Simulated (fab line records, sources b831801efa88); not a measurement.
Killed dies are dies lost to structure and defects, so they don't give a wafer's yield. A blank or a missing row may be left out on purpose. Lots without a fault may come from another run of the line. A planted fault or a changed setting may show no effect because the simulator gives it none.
fab line records | flow sky130
record lots=6 wafers=18 last_day=49
route steps=708 shown METAL1@436 PAD_OPEN@708
lots that met no fault: from a run of the same line without faults
start_h: hours from the record's first day to the start of the lot's first wafer shown | wait_h: hours since the lot's step before | " the same as in the row above | L1.1+2: a row that stands for several wafers | - no value, or no start given | * or withheld: withheld | < > ~ a bound
route shown NAME@n: a module of which the file shows steps, and the number in the route of the first | usual: mean/standard deviation of fault-free wafers | same: alike in all rows | chamber/n: place in a boat | sites: the reading at each site | _std_site: their standard deviation | _edge_site: outer sites' mean less inner sites' | radius_mm: how far each site lies from the wafer's centre | mask NAME#n: copy n | behind: the tool/chamber that last shaped the wafer | hold: why the lot was held/for how many hours/how that ended | device: the transistor (n, p or np) that didn't switch | end of line: the same wafers' tests at the end of the route | a step without rows: its recipe alone | killed: dies lost to structure and defects at the first sort, not the wafer's yield | map: a wafer's dies, x killed, . not, _ none there
set.NAME: the setting as run; set.NAME@STEP: as run at that earlier step | model.NAME: the simulator's own value behind a step, which no gauge read
lots at some steps of the route; a table a step, a row a wafer
services: from which hour (start_h, from the record's first day; less than 0 if before it) a tool's chamber was out of use, for how many hours, and why
## steps
# step SKY_METAL1_SPUTTER_02
# recipe material=AlCu target_thk_nm=250 power_w=10600 time_s=13.3 chamber_pressure_pa=0.4
# usual throttle_valve_pct=30.0/0.99
# columns lot.wafer tool chamber start_h wait_h throttle_valve_pct
L439.1 pvd_sputter-01 - 736.44 0.0 29.6
L439.2 " - " " 29.3
L439.4 " - " " 31.2
L442.1 pvd_sputter-02 - 767.72 0.0 31.3
L442.2 " - " " 29.7
L442.4 " - " " 31.3
L450.1 pvd_sputter-04 - 840.26 0.0 30.6
L450.3 " - " " 28.3
L450.5 " - " " 31.0
L452.1 pvd_sputter-01 - 866.39 0.0 29.6
L452.2 " - " " 31.3
L452.4 " - " " 30.5
L453.1 pvd_sputter-04 - 872.43 0.0 30.4
L453.2 " - " " 28.2
L453.4 " - " " 28.8
L454.2 pvd_sputter-04 - 873.59 0.0 28.8
L454.3 " - " " 30.9
L454.6 " - " " 28.8
# step SKY_METAL1_SPUTTER_03
# recipe material=Ti target_thk_nm=5 power_w=3000 time_s=3.3 chamber_pressure_pa=0.4
# usual throttle_valve_pct=30.0/0.98
# columns lot.wafer tool chamber start_h wait_h throttle_valve_pct
L439.1 pvd_sputter-01 - 736.46 0.0 29.7
L439.2 " - " " 29.6
L439.4 " - " " 31.2
L442.1 pvd_sputter-02 - 767.74 0.0 31.6
L442.2 " - " " 29.9
L442.4 " - " " 31.3
L450.1 pvd_sputter-04 - 840.29 0.0 30.8
L450.3 " - " " 28.2
L450.5 " - " " 30.8
L452.1 pvd_sputter-01 - 866.41 0.0 29.7
L452.2 " - " " 31.1
L452.4 " - " " 30.8
L453.1 pvd_sputter-04 - 872.45 0.0 30.5
L453.2 " - " " 28.4
L453.4 " - " " 28.8
L454.2 pvd_sputter-04 - 873.62 0.0 28.7
L454.3 " - " " 30.7
L454.6 " - " " 28.8
# step SKY_METAL1_SPUTTER_04
# recipe material=TiN target_thk_nm=70 power_w=6500 time_s=58.3 chamber_pressure_pa=0.4
# usual throttle_valve_pct=30.0/0.98
# columns lot.wafer tool chamber start_h wait_h throttle_valve_pct
L439.1 pvd_sputter-01 - 736.48 0.0 29.8
L439.2 " - " " 29.7
L439.4 " - " " 31.1
L442.1 pvd_sputter-02 - 767.76 0.0 31.3
L442.2 " - " " 29.7
L442.4 " - " " 31.1
L450.1 pvd_sputter-04 - 840.31 0.0 30.7
L450.3 " - " " 28.1
L450.5 " - " " 31.1
L452.1 pvd_sputter-01 - 866.43 0.0 29.8
L452.2 " - " " 31.4
L452.4 " - " " 31.0
L453.1 pvd_sputter-04 - 872.47 0.0 30.1
L453.2 " - " " 28.1
L453.4 " - " " 28.8
L454.2 pvd_sputter-04 - 873.63 0.0 29.0
L454.3 " - " " 30.8
L454.6 " - " " 28.6
# step SKY_METAL1_RS_MEAS_05
# recipe thk_meas_gauge=four-point-probe reads=TiN_of_METAL1_SPUTTER_04+Ti_of_METAL1_SPUTTER_03+AlCu_of_METAL1_SPUTTER_02+TiN_of_METAL1_SPUTTER_01+Ti_of_METAL1_SPUTTER_00
# usual METAL1_ALCU_RS=0.1267/0.0015
# columns lot.wafer tool chamber start_h wait_h METAL1_ALCU_RS[ohm/sq]
L439.1 film_metro-04 - 736.53 0.0 0.1283
L439.2 " - " " 0.1275
L439.4 " - " " 0.1273
L442.1 film_metro-03 - 767.81 0.0 0.1260
L442.2 " - " " 0.1281
L442.4 " - " " 0.1269
L450.1 film_metro-02 - 840.36 0.0 0.1275
L450.3 " - " " 0.1256
L450.5 " - " " 0.1274
L452.1 film_metro-02 - 866.48 0.0 0.1284
L452.2 " - " " 0.1263
L452.4 " - " " 0.1276
L453.1 film_metro-04 - 872.52 0.0 0.1265
L453.2 " - " " 0.1221
L453.4 " - " " 0.1237
L454.2 film_metro-04 - 873.70 0.0 0.1243
L454.3 " - " " 0.1263
L454.6 " - " " 0.1241
# step SKY_METAL1_THK_MEAS_06
# recipe thk_meas_gauge=xrf reads=AlCu_of_METAL1_SPUTTER_02
# usual METAL1_ALCU_THK=247/3.4
# columns lot.wafer tool chamber start_h wait_h METAL1_ALCU_THK[nm]
L439.1 film_metro-04 - 736.65 0.1 245
L439.2 " - " " 247
L439.4 " - " " 246
L442.1 film_metro-03 - 767.93 0.1 249
L442.2 " - " " 243
L442.4 " - " " 247
L450.1 film_metro-02 - 840.48 0.1 246
L450.3 " - " " 249
L450.5 " - " " 245
L452.1 film_metro-02 - 866.60 0.1 243
L452.2 " - " " 247
L452.4 " - " " 244
L453.1 film_metro-04 - 872.64 0.1 249
L453.2 " - " " 255
L453.4 " - " " 255
L454.2 film_metro-04 - 873.81 0.1 252
L454.3 " - " " 249
L454.6 " - " " 254
# step SKY_METAL1_DEHYDRATE_07
# recipe temp_c=200 time_s=60
# step SKY_METAL1_HMDS_08
# recipe prime_time_s=60 prime_temp_c=120
# step SKY_METAL1_COAT_09
# recipe resist=BARC temp_c=withheld time_s=withheld spin_rpm=3000 resist_thk_nm=60
# step SKY_METAL1_COAT_10
# recipe resist=KrF-thick spin_rpm=3000 resist_thk_nm=450
# step SKY_METAL1_SOFTBAKE_11
# recipe temp_c=100 time_s=90 resist=KrF-thick
# step SKY_METAL1_EXPOSE_12
# recipe mask_id=MM1 na=0.8 source_shape=annular sigma_inner=0.55 sigma_outer=0.85 target_cd_nm=140 dose_mj=28
# step SKY_METAL1_PEB_13
# recipe peb_temp_c=withheld peb_time_s=withheld resist=KrF-thick
# step SKY_METAL1_DEVELOP_14
# recipe develop_time_s=60 resist=KrF-thick dev_temp_c=21
# usual developer_temp_C=20.99/0.1
# columns lot.wafer tool chamber start_h wait_h developer_temp_C
L439.1 litho_track-01 0 763 - 20.99
L439.2 " 0 " " 21.20
L439.4 " 0 " " 21.04
L442.1 litho_track-03 0 794 - 20.80
L442.2 " 0 " " 20.91
L442.4 " 0 " " 20.69
L450.1 litho_track-01 0 866 - 21.70
L450.3 " 0 " " 21.66
L450.5 " 0 " " 21.71
L452.1 litho_track-01 0 891 - 21.78
L452.2 " 0 " " 21.58
L452.4 " 0 892 - 21.73
L453.1 litho_track-04 0 897 - 20.88
L453.2 " 0 " " 21.05
L453.4 " 0 " " 21.08
L454.2 litho_track-03 0 899 - 21.07
L454.3 " 0 " " 20.93
L454.6 " 0 " " 20.94
# step SKY_METAL1_CD_MEAS_15
# recipe target_cd_nm=140
# usual cd_nm=140.1/1.6
# columns lot.wafer tool chamber start_h wait_h cd_nm
L439.1 cd_sem-01 - 763.27 - 138.8
L439.2 " - " " 138.3
L439.4 " - " " 139.7
L442.1 cd_sem-01 - 794.24 - 137.1
L442.2 " - " " 136.3
L442.4 " - " " 137.6
L450.1 cd_sem-01 - 866.47 - 138.2
L450.3 " - " " 138.7
L450.5 " - " " 139.3
L452.1 cd_sem-02 - 892.12 - 141.9
L452.2 " - " " 140.8
L452.4 " - " " 140.8
L453.1 cd_sem-01 - 897.89 - 138.7
L453.2 " - " " 139.1
L453.4 " - " " 137.9
L454.2 cd_sem-01 - 899.51 - 138.2
L454.3 " - " " 137.9
L454.6 " - " " 138.5
# step SKY_PAD_OPEN_PROBE_99
# usual defect_limited_yield=82.3/1.9 killed_at_M0_to_M3=44/7.6 killed_at_M4_up=3.2/1.7 killed_at_contacts=24/5.7 killed_at_front_end=16/3.9 killed_at_other=0.2/0.45 killed_dies=87/9.5 killed_open=47/6.9 killed_short=40/5.8 sort_bin_3_pad_short=0.9/0.4 sort_bin_5_function=10.4/1.4 sort_bin_6_memory=6.4/1.1 sort_n_pass=405/9.5 sort_yield_pct=82.3/1.9
# same gross_dies=492 killed_at_back_side=0 sort_bin_4_leakage[%]=0 sort_bin_8_speed[%]=0
# columns lot.wafer tool chamber start_h wait_h defect_limited_yield[%] killed_at_M0_to_M3 killed_at_M4_up killed_at_contacts killed_at_front_end killed_at_other killed_dies killed_open killed_short sort_bin_3_pad_short[%] sort_bin_5_function[%] sort_bin_6_memory[%] sort_n_pass sort_yield_pct[%]
L442.1 prober-01 - 1099.06 0.1 79.9 54 5 23 17 0 99 64 35 0.8 11.0 8.3 393 79.9
L442.2 prober-01 - 1099.11 0.1 83.7 42 3 24 11 0 80 49 31 1.0 8.3 6.9 412 83.7
L442.4 prober-01 - 1099.21 0.2 81.9 43 5 25 16 0 89 46 43 0.8 9.8 7.5 403 81.9
L450.1 prober-01 - 1146.18 0.1 83.9 49 5 17 8 0 79 43 36 1.4 8.5 6.1 413 83.9
L450.3 prober-01 - 1146.28 0.2 83.5 39 3 31 8 0 81 45 36 0.8 9.3 6.3 411 83.5
L450.5 prober-01 - 1146.38 0.2 83.9 40 3 19 16 1 79 38 41 1.0 9.6 5.5 413 83.9
L452.1 prober-01 - 1174.16 0.1 82.7 44 0 23 18 0 85 45 40 0.8 11.2 5.3 407 82.7
L452.2 prober-01 - 1174.21 0.1 81.7 52 1 24 13 0 90 46 44 1.0 12.4 4.9 402 81.7
L452.4 prober-01 - 1174.31 0.2 84.3 40 2 22 13 0 77 39 38 1.4 9.3 4.9 415 84.3
L453.1 prober-02 - 1174.47 0.1 79.9 41 6 33 19 0 99 51 48 1.0 12.4 6.7 393 79.9
L453.2 prober-02 - 1174.52 0.1 83.1 46 5 18 14 0 83 46 37 1.6 8.9 6.3 409 83.1
L453.4 prober-02 - 1174.62 0.2 82.5 36 3 26 21 0 86 45 41 0.8 9.3 7.3 406 82.5
L454.2 prober-01 - 1175.71 0.1 86.2 35 3 17 13 0 68 37 31 0.2 9.3 4.3 424 86.2
L454.3 prober-01 - 1175.76 0.2 82.9 58 2 14 10 0 84 44 40 0.4 11.2 5.5 408 82.9
L454.6 prober-01 - 1175.91 0.2 82.5 46 4 23 13 0 86 47 39 1.4 8.7 7.3 406 82.5
# killed by level:class
L442.1 VIA1:geometric_particle:open=13 VIA3:geometric_particle:open=12 LI_CONTACT:geometric_particle:open=9 CONTACT:geometric_particle:open=7 VIA2:geometric_particle:open=7 POLY_GATE:geometric_particle:open=6 METAL2:geometric_particle:short=5 FIELD_ISO:geometric_particle:short=4
L442.2 VIA1:geometric_particle:open=9 CONTACT:geometric_particle:open=8 VIA2:geometric_particle:open=8 LI_CONTACT:geometric_particle:open=6 VIA3:geometric_particle:open=6 LOCAL_INTERCONNECT:geometric_particle:short=5 METAL1:geometric_particle:short=4 FIELD_ISO:geometric_particle:open=3
L442.4 CONTACT:geometric_particle:open=11 METAL2:geometric_particle:short=8 METAL1:geometric_particle:short=8 VIA3:geometric_particle:open=7 VIA1:geometric_particle:open=6 FIELD_ISO:geometric_particle:open=5 LOCAL_INTERCONNECT:geometric_particle:short=5 CONTACT:geometric_particle:short=5
L450.1 VIA1:geometric_particle:open=11 CONTACT:geometric_particle:open=9 VIA2:geometric_particle:short=9 VIA2:geometric_particle:open=6 METAL1:geometric_particle:short=5 METAL4:geometric_particle:short=5 METAL3:geometric_particle:short=4 LI_CONTACT:geometric_particle:open=3
L450.3 CONTACT:geometric_particle:open=12 VIA3:geometric_particle:open=9 CONTACT:geometric_particle:short=7 VIA1:geometric_particle:open=7 LI_CONTACT:geometric_particle:open=6 METAL2:geometric_particle:short=6 VIA2:geometric_particle:short=4 FIELD_ISO:geometric_particle:open=3
L450.5 VIA3:geometric_particle:open=9 LI_CONTACT:geometric_particle:open=6 VIA1:geometric_particle:open=6 POLY_GATE:geometric_particle:short=5 CONTACT:geometric_particle:open=4 CONTACT:geometric_particle:short=4 METAL2:geometric_particle:short=4 VIA2:geometric_particle:short=4
L452.1 METAL1:geometric_particle:short=9 VIA1:geometric_particle:open=9 FIELD_ISO:geometric_particle:short=7 CONTACT:geometric_particle:open=7 VIA3:geometric_particle:open=7 VIA2:geometric_particle:open=6 LI_CONTACT:geometric_particle:open=6 CONTACT:geometric_particle:short=5
L452.2 VIA1:geometric_particle:open=12 METAL2:geometric_particle:short=10 VIA2:geometric_particle:open=8 LI_CONTACT:geometric_particle:open=6 CONTACT:geometric_particle:open=6 LI_CONTACT:geometric_particle:short=5 POLY_GATE:geometric_particle:open=5 LOCAL_INTERCONNECT:geometric_particle:short=5
L452.4 CONTACT:geometric_particle:open=11 VIA1:geometric_particle:open=7 METAL2:geometric_particle:short=7 METAL1:geometric_particle:short=6 VIA3:geometric_particle:open=6 LI_CONTACT:geometric_particle:open=5 FIELD_ISO:geometric_particle:short=4 LOCAL_INTERCONNECT:geometric_particle:short=4
L453.1 CONTACT:geometric_particle:open=11 VIA1:geometric_particle:open=11 VIA1:geometric_particle:short=8 LI_CONTACT:geometric_particle:short=6 LI_CONTACT:geometric_particle:open=6 CONTACT:geometric_particle:short=6 FIELD_ISO:geometric_particle:short=5 VIA3:geometric_particle:open=5
L453.2 VIA1:geometric_particle:open=10 CONTACT:geometric_particle:open=9 VIA2:geometric_particle:open=9 VIA1:geometric_particle:short=8 FIELD_ISO:geometric_particle:short=6 VIA3:geometric_particle:open=5 VIA3:geometric_particle:short=4 LI_CONTACT:geometric_particle:open=4
L453.4 CONTACT:geometric_particle:open=15 VIA1:geometric_particle:open=6 VIA3:geometric_particle:short=6 FIELD_ISO:geometric_particle:short=5 FIELD_ISO:geometric_particle:open=5 POLY_GATE:geometric_particle:open=5 VIA1:geometric_particle:short=4 VIA2:geometric_particle:short=4
L454.2 VIA1:geometric_particle:open=8 VIA1:geometric_particle:short=6 VIA3:geometric_particle:open=6 CONTACT:geometric_particle:open=5 FIELD_ISO:geometric_particle:short=4 LI_CONTACT:geometric_particle:open=4 METAL1:geometric_particle:short=4 POLY_GATE:geometric_particle:open=3
L454.3 VIA1:geometric_particle:open=14 VIA3:geometric_particle:open=8 METAL1:geometric_particle:short=8 VIA2:geometric_particle:open=7 METAL2:geometric_particle:short=6 METAL3:geometric_particle:short=4 LI_CONTACT:geometric_particle:open=4 CONTACT:geometric_particle:open=4
L454.6 VIA1:geometric_particle:open=12 CONTACT:geometric_particle:open=11 VIA2:geometric_particle:short=5 LI_CONTACT:geometric_particle:open=5 VIA1:geometric_particle:short=5 VIA2:geometric_particle:open=5 FIELD_ISO:geometric_particle:open=4 LOCAL_INTERCONNECT:geometric_particle:short=4
## services
# columns tool chamber start_h hours kind
pvd_sputter-01 - 785.73 0.7 repair
pvd_sputter-02 - 827.26 11.6 repair
pvd_sputter-01 - 836.39 6.2 repair
pvd_sputter-02 - 840.67 1.2 repair
pvd_sputter-02 - 868.18 2.4 repair
pvd_sputter-02 - 880.20 4.8 repair
pvd_sputter-04 - 890.21 0.9 repair
pvd_sputter-04 - 890.26 5.2 repair
pvd_sputter-04 - 894.11 5.4 repair
## key
first_sign step=SKY_METAL1_DEVELOP_14 reading=developer_temp_C direction=up sigmas=6.8 usual=* struck=*
effect none on later readings
met_at SKY_METAL1_DEVELOP_14
struck_wafers L450.1,L450.3,L450.5,L452.1,L452.2,L452.4
onset_between 763 866
fault kind=process_parameter_drift tool=litho_track-01 chamber=- onset_h=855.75 steps=SKY_METAL1_DEVELOP_14 channel=dev_temp_c offset=* shape=step end_h=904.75 acts_in=* stated=*
